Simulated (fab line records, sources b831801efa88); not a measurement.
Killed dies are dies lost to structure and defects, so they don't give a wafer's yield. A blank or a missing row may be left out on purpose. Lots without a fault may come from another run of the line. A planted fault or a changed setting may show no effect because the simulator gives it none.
Which tool did it? | flow sfq_line | 6 lots, 18 wafers sampled, at 1 step of a route of 325

WHAT THE GAUGES READ, wafer by wafer
SFQ_I5_OVL_MEAS_936.
lot  | measured     | on         | I5_OVL (nm)
L811 | day 58 17:59 | overlay-01 | -1 7 -3
L813 | day 58 23:58 | overlay-01 | 3 4 -1
L815 | day 59 23:38 | overlay-01 | -1 -5 -4
L817 | day 67 23:18 | overlay-02 | -1 -1 0
L820 | day 68 15:00 | overlay-01 | -11 -6 -8
L822 | day 68 21:45 | overlay-02 | 9 6 3

WHICH TOOL RAN EACH LOT (tool, then ch and the chambers of the sampled wafers, then the start)
The record holds no process step before these readings.

THE ANSWER, worked out from the rows above alone
Rule: what is usual is taken from the lots themselves. Put in order of their means at a reading, lots are off if they are a third of the lots or fewer, leave a main group of 4 or more, and stand apart from it by a gap of 3 or more times the standard deviation of the main group's means; of several such gaps the widest counts. A main group whose means are all the same, to the digits that the tables above print for the reading, isn't used. A lot without any number at a reading at which 4 lots or more have one is off too. The other lots that the step has rows for count as sound.
No lot is off at any reading shown: from this, nothing can be told.

WHAT THE SIMULATOR HAD PUT IN
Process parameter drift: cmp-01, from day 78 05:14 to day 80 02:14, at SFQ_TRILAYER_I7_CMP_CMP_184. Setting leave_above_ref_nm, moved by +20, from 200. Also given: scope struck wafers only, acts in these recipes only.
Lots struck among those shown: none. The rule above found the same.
